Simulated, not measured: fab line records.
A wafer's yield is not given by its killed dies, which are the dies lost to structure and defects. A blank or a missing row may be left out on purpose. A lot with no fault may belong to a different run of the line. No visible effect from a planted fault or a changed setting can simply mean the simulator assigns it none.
A struck lot beside a sound one || flow sky130 || 14 out of 708 route steps
Sound: wafers L889.2, L889.5, L889.6. Struck: wafers L904.1, L904.4, L904.5. The cause comes at the end.
Per side, at each step with rows, come the tool, then ch with its chambers, and then its first start. Under that, the readings that differ: sound wafers || struck wafers || difference of the means || sigmas: that difference in standard deviations of wafers without a fault.
alike: same words and numbers on both sides, and readings whose means sit less than 2 such deviations apart. not compared: any withheld reading, any reading some wafer has no value for, any bound like >300 that may hide the same value, and any number with overlapping values for which the record gives no deviation.
Wherever a step has rows on one side only, a row that says differs or no value, or a row with sigmas, the two part there. Numbers that don't overlap but have no deviation are shown without sigmas and don't part them. Lack of a reading on every wafer of one side parts them only where that side has two or more wafers.

first, 7 steps without rows for these wafers: SKY_NWELL_DEHYDRATE_16 (time 60 s); SKY_NWELL_HMDS_17 (prime time 60 s); SKY_NWELL_COAT_18 (resist thk 3000 nm); SKY_NWELL_SOFTBAKE_19; SKY_NWELL_EXPOSE_20 (exposes mask NWM COMPLEMENT, target cd 840 nm); SKY_NWELL_PEB_21; SKY_NWELL_DEVELOP_22 (develop time 60 s).
SKY_NWELL_OVL_MEAS_23:
  sound: overlay-01 at day 5 21:13; struck: overlay-01 at day 9 22:25
  alike: NWELL_01_OVL
after that, 1 step had no rows for these wafers: SKY_NWELL_IMPLANT_24.
SKY_NWELL_STRIP_25: strips in O2/N2.
  sound on plasma_asher-03 ch 0,1, day 5 21:26; struck on plasma_asher-03 ch 0,1, day 9 22:36
{"reading": "strip_time_to_endpoint_s (s)", "sound": "37.01 37.11 37.05", "struck": "36.74 36.84 36.75", "difference": -0.28, "sigmas": -3}
  alike: drypump_motor_current_A, oes_product_au
  not compared: rf_hours_counter_h
SKY_NWELL_TW_MEAS_26:
  sound: film_metro-04 at day 5 21:33; struck: film_metro-01 at day 9 22:42
  alike: NWELL_2_TW
then, 1 step without rows for these wafers: SKY_NWELL_CLEAN_27 (cleans in SC1/SC2, time 150 s).
SKY_NWELL_RTA_28: time 30 s.
  struck on rtp_anneal-02, day 9 22:49; sound on rtp_anneal-01 ch 0, day 5 21:40
  no value came back on the struck wafers for any of 5 readings (anneal_temp_c_max, chamber_o2_ppm and others); on the sound wafers anneal_temp_c_max reads 1055.0 1055.4 1053.6
SKY_NWELL_RS_MEAS_29: measurement is done with a four-point probe.
  sound: film_metro-01 at day 5 21:46; struck: film_metro-04 at day 9 22:55
{"reading": "NWELL_RS (ohm/sq)", "sound": "623.5 622.5 622.5", "struck": "132.9 132.8 132.6", "difference": -490.1, "sigmas": "-99 or more"}

== WHERE THEY PART ==
At SKY_NWELL_STRIP_25 first; at SKY_NWELL_RS_MEAS_29 last (within this record only).

WHY: what had been put in by the simulator
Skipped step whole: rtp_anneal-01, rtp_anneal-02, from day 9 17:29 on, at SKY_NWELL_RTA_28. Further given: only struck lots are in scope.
